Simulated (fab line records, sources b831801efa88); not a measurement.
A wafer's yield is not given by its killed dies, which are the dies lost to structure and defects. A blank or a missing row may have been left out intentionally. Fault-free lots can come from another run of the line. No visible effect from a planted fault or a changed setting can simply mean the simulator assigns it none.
fab line records	flow sky130
[record] lots = 7	wafers = 20	lastDay = 49
route steps=708 shown LOCAL_INTERCONNECT@404 CONTACT@406 PAD_OPEN@708
lots with no fault: from the same line, run without faults
startH: start of the lot's first displayed wafer, in hours after the record's first day	waitH: how many hours have passed since the lot's step before this one	" repeats the value in the row above	L1.1+2: a row that stands for several wafers	- no value present, or no start provided	* or withheld: withheld	< > ~ a bound
route shown NAME@n: names a module that has steps shown in the file, with the first one's number in the route	usual: average and standard deviation across the fault-free wafers	same: alike in all rows	chamber/n: place in a boat	sites: per-site readings	_std_site: the standard deviation of these	_edge_site: mean of outer sites minus mean of inner sites	radiusMm: for every site, how far away it sits from the centre of the wafer	mask NAME#n: copy n	behind: the tool/chamber that last shaped the wafer	hold: reason for holding the lot/hours on hold/outcome of the hold	device: the n, p or np transistor that did not switch	end of line: the same wafers' tests at the end of the route	where a step has no rows: the recipe by itself	killed: not the wafer's yield, but the dies lost to structure and defects at the first sort	map: per-die view of a wafer (x killed, . not killed, _ where there is no die)
set.NAME: setting as actually run; set.NAME@STEP: the setting as run at that earlier step	model.NAME: the simulator's own value behind a step, which no gauge read
lots at some steps of the route; a table a step, a row a wafer
services: a tool's chamber out of use, with start hour (startH, from the record's first day; less than 0 if before it), hours out, and reason
[[steps]]
[step SKY_LOCAL_INTERCONNECT_CLEAN_17]
[recipe] chemistry = IPA	timeS = 180	tempC = 25
[step SKY_LOCAL_INTERCONNECT_CLEAN_18]
[recipe] chemistry = O3/DIW	dry = n2Spin
[step SKY_CONTACT_CVD_00]
[recipe] material = Si3N4	targetThkNm = 75	tempC = 400	timeS = withheld	rfW = 450
[usual] heaterPowerW = 716/63
lot.wafer	tool	chamber	startH	waitH	heaterPowerW
L380.1	pecvd-03	1	732.07	0.0	644
L380.3	"	2	"	"	834
L380.4	"	1	"	"	653
L382.2	pecvd-03	2	741.98	0.0	730
L382.3	"	0	"	"	748
L382.4	"	0	"	"	732
L391.1	pecvd-02	1	818.76	0.0	707
L391.3	"	2	"	"	770
L392.1	pecvd-02	1	825.97	0.0	595
L392.3	"	2	"	"	691
L392.5	"	2	"	"	690
L393.1	pecvd-01	0	827.63	0.0	706
L393.2	"	2	"	"	798
L393.5	"	0	"	"	713
L394.1	pecvd-03	1	837.69	0.0	741
L394.2	"	2	"	"	787
L394.3	"	1	"	"	601
L395.1	pecvd-02	0	853.25	0.0	787
L395.3	"	2	"	"	646
L395.6	"	2	"	"	657
[step SKY_CONTACT_THK_MEAS_01]
[recipe] reads = Si3N4_of_CONTACT_CVD_00
[usual] CONTACT_CVD_00_THK = 74.9/0.82
lot.wafer	tool	chamber	startH	waitH	CONTACT_CVD_00_THK[nm]
L380.1	filmMetro-01	-	732.11	-	75.5
L380.3	"	-	"	"	75.3
L380.4	"	-	"	"	76.1
L382.2	filmMetro-02	-	742.02	-	74.3
L382.3	"	-	"	"	75.5
L382.4	"	-	"	"	76.8
L391.1	filmMetro-01	-	818.80	-	74.3
L391.3	"	-	"	"	74.0
L392.1	filmMetro-02	-	826.01	-	74.4
L392.3	"	-	"	"	74.2
L392.5	"	-	"	"	74.8
L393.1	filmMetro-02	-	827.68	-	74.6
L393.2	"	-	"	"	74.2
L393.5	"	-	"	"	75.3
L394.1	filmMetro-02	-	837.74	-	74.6
L394.2	"	-	"	"	74.2
L394.3	"	-	"	"	75.7
L395.1	filmMetro-01	-	853.28	-	74.0
L395.3	"	-	"	"	73.4
L395.6	"	-	"	"	74.4
[step SKY_CONTACT_HDPCVD_02]
[recipe] material = SiO2	targetThkNm = 565	sigmaOpenFrac = 0.3	timeS = 94.2	tempC = 600	sih4FlowSccm = 60	pressureMtorr = 6
[step SKY_CONTACT_THK_MEAS_03]
[recipe] reads = SiO2_of_CONTACT_HDPCVD_02
[usual] CONTACT_HDPCVD_THK = 562/4.9
lot.wafer	tool	chamber	startH	waitH	CONTACT_HDPCVD_THK[nm]
L380.1	filmMetro-03	-	732.23	0.0	570
L380.3	"	-	"	"	567
L380.4	"	-	"	"	566
L382.2	filmMetro-03	-	742.15	0.0	562
L382.3	"	-	"	"	561
L382.4	"	-	"	"	566
L391.1	filmMetro-03	-	818.93	0.0	557
L391.3	"	-	"	"	560
L392.1	filmMetro-01	-	826.14	0.0	566
L392.3	"	-	"	"	555
L392.5	"	-	"	"	565
L393.1	filmMetro-03	-	827.81	0.0	567
L393.2	"	-	"	"	564
L393.5	"	-	"	"	572
L394.1	filmMetro-01	-	837.87	0.0	560
L394.2	"	-	"	"	568
L394.3	"	-	"	"	564
L395.1	filmMetro-03	-	853.41	0.0	551
L395.3	"	-	"	"	553
L395.6	"	-	"	"	554
[step SKY_CONTACT_CMP_04]
[recipe] material = SiO2	downForcePsi = 4	platenRpm = 60	padVelocityMS = 0.94248
[usual] motorCurrentA = 11.7/1.5	timeToEndpointS = 82/4
lot.wafer	tool	chamber	startH	waitH	motorCurrentA	timeToEndpointS
L380.1	cmp-02	0	732.34	0.1	14.6	85
L380.4	"	1	"	"	11.8	82
L380.3	"	2	"	"	11.9	85
L382.2	cmp-02	0	742.32	0.2	14.6	80
L382.4	"	1	"	"	10.9	81
L382.3	"	2	"	"	11.6	81
L391.1	cmp-02	1	819.04	0.1	11.6	78
L391.3	"	2	"	"	11.9	81
L392.1	cmp-01	0	826.20	0.1	9.5	86
L392.3	"	2	"	"	11.3	76
L392.5	"	1	"	"	12.4	87
L393.2	cmp-01	0	827.87	0.0	9.4	90
L393.1	"	2	"	"	10.7	89
L393.5	"	0	"	"	9.3	99
L394.2	cmp-02	0	837.93	0.0	14.2	86
L394.3	"	1	"	"	11.9	80
L394.1	"	2	"	"	11.5	85
L395.1	cmp-01	3	853.47	0.1	11.0	80
L395.3	"	1	"	"	12.9	79
L395.6	"	3	"	"	11.4	80
[step SKY_CONTACT_BOW_MEAS_05]
[recipe] mode = bow
[usual] CONTACT_BOW = 81/7
lot.wafer	tool	chamber	startH	waitH	CONTACT_BOW[um]
L380.1	filmMetro-01	-	732.59	0.2	84
L380.3	"	-	"	"	81
L380.4	"	-	"	"	74
L382.2	filmMetro-01	-	742.59	0.2	74
L382.3	"	-	"	"	79
L382.4	"	-	"	"	85
L391.1	filmMetro-01	-	819.29	0.2	66
L391.3	"	-	"	"	70
L392.1	filmMetro-01	-	826.50	0.2	80
L392.3	"	-	"	"	93
L392.5	"	-	"	"	91
L393.1	filmMetro-03	-	828.17	0.1	67
L393.2	"	-	"	"	68
L393.5	"	-	"	"	76
L394.1	filmMetro-03	-	838.23	0.1	80
L394.2	"	-	"	"	87
L394.3	"	-	"	"	92
L395.1	filmMetro-03	-	853.77	0.2	73
L395.3	"	-	"	"	69
L395.6	"	-	"	"	80
[step SKY_CONTACT_DEHYDRATE_06]
[recipe] tempC = 200	timeS = 60
[step SKY_CONTACT_HMDS_07]
[recipe] primeTimeS = 60	primeTempC = 120
[step SKY_CONTACT_COAT_08]
[recipe] resist = BARC	tempC = withheld	timeS = withheld	spinRpm = 3000	resistThkNm = 60
[step SKY_CONTACT_COAT_09]
[recipe] resist = KrF-thick	spinRpm = 3000	resistThkNm = 450
[step SKY_CONTACT_SOFTBAKE_10]
[recipe] tempC = 100	timeS = 90	resist = KrF-thick
[usual] chillPlateTempC = 23.00/0.1	heaterPowerTotalW = 57.36/0.11	plateTempC = 100.02/0.14	runLengthS = 119.21/0.13
lot.wafer	tool	chamber	startH	waitH	chillPlateTempC	heaterPowerTotalW	plateTempC	runLengthS
L380.1	lithoTrack-02	0	745	-	22.93	57.52	100.26	119.00
L380.3	"	0	"	"	22.88	57.48	100.00	119.03
L380.4	"	0	"	"	23.01	57.31	100.16	119.15
L382.2	lithoTrack-04	0	756	-	22.95	57.23	100.03	119.15
L382.3	"	0	"	"	23.04	57.52	100.15	119.16
L382.4	"	0	"	"	22.90	57.47	100.08	119.20
L391.1	lithoTrack-04	0	831	-	22.84	57.52	100.11	119.30
L391.3	"	0	832	-	22.95	71.21	-	76.27
L392.1	lithoTrack-04	0	839	-	23.02	57.42	100.06	119.27
L392.3	"	0	"	"	23.01	70.79	-	76.40
L392.5	"	0	"	"	23.23	71.30	-	76.22
L393.1	lithoTrack-04	0	841	-	22.93	57.30	99.97	119.22
L393.2	"	0	"	"	22.81	57.54	100.13	119.49
L393.5	"	0	"	"	22.89	71.11	-	76.34
L394.1	lithoTrack-02	0	851	-	23.06	57.52	99.77	119.31
L394.2	"	0	"	"	23.07	57.44	99.93	119.15
L394.3	"	0	"	"	22.99	57.54	100.00	119.02
L395.1	lithoTrack-02	0	866	-	22.98	57.49	99.92	119.35
L395.3	"	0	"	"	22.97	57.27	99.79	119.22
L395.6	"	0	"	"	23.10	57.51	99.69	119.04
[step SKY_CONTACT_EXPOSE_11]
[recipe] maskId = CTM1	na = 0.8	sourceShape = annular	sigmaInner = 0.55	sigmaOuter = 0.85	targetCdNm = 170	doseMj = 38
[step SKY_PAD_OPEN_PROBE_99]
[usual] killed_at_M0_to_M3 = 45/7.3	killed_at_M4_up = 3.1/1.7	killedAtContacts = 25/5.1	killedAtFrontEnd = 15/4.5	killedAtOther = 0.3/0.56	killedDies = 88/9.4	killedOpen = 47/6.6	killedShort = 40/6.9
[same] grossDies = 492	killedAtBackSide = 0
lot.wafer	tool	chamber	startH	waitH	killed_at_M0_to_M3	killed_at_M4_up	killedAtContacts	killedAtFrontEnd	killedAtOther	killedDies	killedOpen	killedShort
L382.2	prober-01	-	1101.51	0.1	50	2	33	11	0	96	50	46
L382.3	prober-01	-	1101.56	0.2	45	3	17	21	0	86	48	38
L382.4	prober-01	-	1101.61	0.2	44	3	22	8	0	77	43	34
L392.1	prober-02	-	1163.61	0.1	46	2	16	15	0	79	36	43
L392.3	prober-02	-	1163.71	0.2	37	4	33	17	0	91	48	43
L392.5	prober-02	-	1163.81	0.2	31	4	29	14	0	78	42	36
L393.1	prober-01	-	1164.52	0.1	48	3	19	16	0	86	40	46
L393.2	prober-01	-	1164.57	0.1	58	4	22	14	0	98	46	52
L393.5	prober-01	-	1164.72	0.2	37	3	30	15	0	85	49	36
L394.1	prober-02	-	1168.82	0.1	37	4	22	16	0	79	48	31
L394.2	prober-02	-	1168.87	0.1	49	3	22	9	0	83	51	32
L394.3	prober-02	-	1168.92	0.2	39	2	29	17	0	87	53	34
L395.1	prober-01	-	1179.92	0.1	46	6	18	16	1	87	41	45
L395.3	prober-01	-	1180.02	0.2	52	2	28	16	1	99	57	42
L395.6	prober-01	-	1180.17	0.2	47	1	25	18	1	92	49	43
// killed by level:class
L382.2 LI_CONTACT:geometricParticle:open=12 VIA1:geometricParticle:open=9 CONTACT:geometricParticle:open=8 VIA3:geometricParticle:open=8 VIA1:geometricParticle:short=7 METAL2:geometricParticle:short=6 METAL1:geometricParticle:short=5 CONTACT:geometricParticle:short=5
L382.3 VIA1:geometricParticle:open=13 POLY_GATE:geometricParticle:open=8 VIA2:geometricParticle:open=7 FIELD_ISO:geometricParticle:short=5 METAL1:geometricParticle:short=5 METAL2:geometricParticle:short=5 VIA3:geometricParticle:open=5 LI_CONTACT:geometricParticle:short=4
L382.4 CONTACT:geometricParticle:open=13 VIA1:geometricParticle:open=9 VIA3:geometricParticle:open=9 METAL2:geometricParticle:short=6 VIA1:geometricParticle:short=4 VIA2:geometricParticle:short=4 VIA2:geometricParticle:open=4 FIELD_ISO:geometricParticle:short=3
L392.1 VIA1:geometricParticle:open=12 POLY_GATE:geometricParticle:short=9 METAL2:geometricParticle:short=8 VIA2:geometricParticle:open=6 LI_CONTACT:geometricParticle:open=4 CONTACT:geometricParticle:open=4 VIA1:geometricParticle:short=4 VIA3:geometricParticle:short=4
L392.3 LI_CONTACT:geometricParticle:open=10 CONTACT:geometricParticle:open=9 VIA1:geometricParticle:open=8 FIELD_ISO:geometricParticle:short=6 CONTACT:geometricParticle:short=6 LOCAL_INTERCONNECT:geometricParticle:short=5 VIA2:geometricParticle:open=5 POLY_GATE:geometricParticle:open=4
L392.5 CONTACT:geometricParticle:open=9 LI_CONTACT:geometricParticle:open=8 VIA1:geometricParticle:open=6 LOCAL_INTERCONNECT:geometricParticle:short=5 METAL1:geometricParticle:short=5 CONTACT:geometricParticle:short=4 FIELD_ISO:geometricParticle:short=3 POLY_GATE:geometricParticle:open=3
L393.1 METAL1:geometricParticle:short=10 LI_CONTACT:geometricParticle:open=8 VIA1:geometricParticle:open=7 VIA3:geometricParticle:open=6 VIA3:geometricParticle:short=5 METAL2:geometricParticle:short=5 FIELD_ISO:geometricParticle:short=4 POLY_GATE:geometricParticle:open=4
L393.2 VIA2:geometricParticle:open=10 METAL1:geometricParticle:short=10 VIA1:geometricParticle:open=9 LI_CONTACT:geometricParticle:open=6 CONTACT:geometricParticle:open=6 METAL3:geometricParticle:short=6 CONTACT:geometricParticle:short=5 VIA1:geometricParticle:short=5
L393.5 VIA1:geometricParticle:open=14 CONTACT:geometricParticle:short=8 CONTACT:geometricParticle:open=8 LI_CONTACT:geometricParticle:open=7 VIA2:geometricParticle:open=7 VIA2:geometricParticle:short=6 FIELD_ISO:geometricParticle:open=5 FIELD_ISO:geometricParticle:short=4
L394.1 LI_CONTACT:geometricParticle:open=10 VIA3:geometricParticle:open=8 CONTACT:geometricParticle:open=6 VIA1:geometricParticle:short=6 VIA2:geometricParticle:open=5 VIA1:geometricParticle:open=5 POLY_GATE:geometricParticle:open=4 POLY_GATE:geometricParticle:short=4
L394.2 VIA1:geometricParticle:open=13 LI_CONTACT:geometricParticle:open=8 CONTACT:geometricParticle:open=8 VIA2:geometricParticle:open=6 VIA3:geometricParticle:open=5 METAL1:geometricParticle:short=4 VIA3:geometricParticle:short=4 FIELD_ISO:geometricParticle:open=3
L394.3 VIA1:geometricParticle:open=11 LI_CONTACT:geometricParticle:open=10 CONTACT:geometricParticle:open=9 VIA3:geometricParticle:open=7 FIELD_ISO:geometricParticle:short=6 FIELD_ISO:geometricParticle:open=5 VIA1:geometricParticle:short=4 LOCAL_INTERCONNECT:geometricParticle:short=4
L395.1 VIA3:geometricParticle:open=9 CONTACT:geometricParticle:open=8 VIA2:geometricParticle:open=6 METAL2:geometricParticle:short=6 METAL4:geometricParticle:short=6 POLY_GATE:geometricParticle:open=5 METAL1:geometricParticle:short=5 VIA1:geometricParticle:short=5
L395.3 VIA3:geometricParticle:open=16 CONTACT:geometricParticle:open=10 LI_CONTACT:geometricParticle:open=9 METAL2:geometricParticle:short=9 METAL1:geometricParticle:short=7 VIA1:geometricParticle:open=7 FIELD_ISO:geometricParticle:open=5 VIA2:geometricParticle:open=4
L395.6 CONTACT:geometricParticle:open=12 VIA2:geometricParticle:open=10 FIELD_ISO:geometricParticle:short=8 LI_CONTACT:geometricParticle:open=7 METAL2:geometricParticle:short=7 VIA1:geometricParticle:short=6 VIA1:geometricParticle:open=6 VIA3:geometricParticle:open=6
[[services]]
tool	chamber	startH	hours	kind
pecvd-01	0	727.10	5.5	scheduledDown
pecvd-02	1	731.18	5.5	scheduledDown
cmp-02	-	735.89	0.9	repair
cmp-01	-	742.12	5.6	pm
pecvd-03	-	749.75	1.6	repair
cmp-02	-	754.13	4.0	pm
pecvd-03	2	757.98	2.1	scheduledDown
cmp-02	-	758.13	-	consumableReplace:conditioner
cmp-02	-	758.13	-	consumableReplace:pad
cmp-02	-	766.34	6.1	repair
pecvd-02	2	768.95	2.1	scheduledDown
cmp-02	-	775.04	4.1	repair
pecvd-01	-	775.74	0.9	repair
pecvd-01	1	775.76	2.1	scheduledDown
cmp-02	-	779.14	6.8	pm
pecvd-03	-	784.85	2.8	pm
pecvd-03	-	794.51	4.0	repair
cmp-01	-	795.19	0.7	repair
cmp-01	-	795.73	1.3	repair
pecvd-01	1	818.12	-	clean
pecvd-01	1	818.12	-	consumableReplace:showerhead
pecvd-01	1	818.12	29.0	scheduledDown
pecvd-01	1	818.12	29.0	ventCycle
pecvd-03	0	837.00	6.0	repair
[[key]]
[firstSign] step = SKY_CONTACT_SOFTBAKE_10	reading = runLengthS	direction = down	sigmas = 99+	usual = *	struck = *
[effect] step = SKY_CONTACT_SOFTBAKE_10	reading = heaterPowerTotalW	direction = up	sigmas = 99+	usual = *	struck = *
metAt SKY_CONTACT_SOFTBAKE_10
struckWafers L391.3,L392.3,L392.5,L393.5
testerLeftOut L391,L392,L393
onsetBetween 756 831
[fault] kind = processParameterDrift	tool = lithoTrack-04	chamber = -	onsetH = 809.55	steps = SKY_CONTACT_SOFTBAKE_10	channel = timeS	offset = *	shape = step	endH = 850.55	scope = struckWafersOnly	actsIn = *	stated = *
// testerLeftOut: of these lots the tester's yield and bins aren't shown, on N5 and GAA mostly nor the transistor test; their killed dies are dies lost to structure and defects alone, not to doping, threshold or leakage, so they don't give the yield
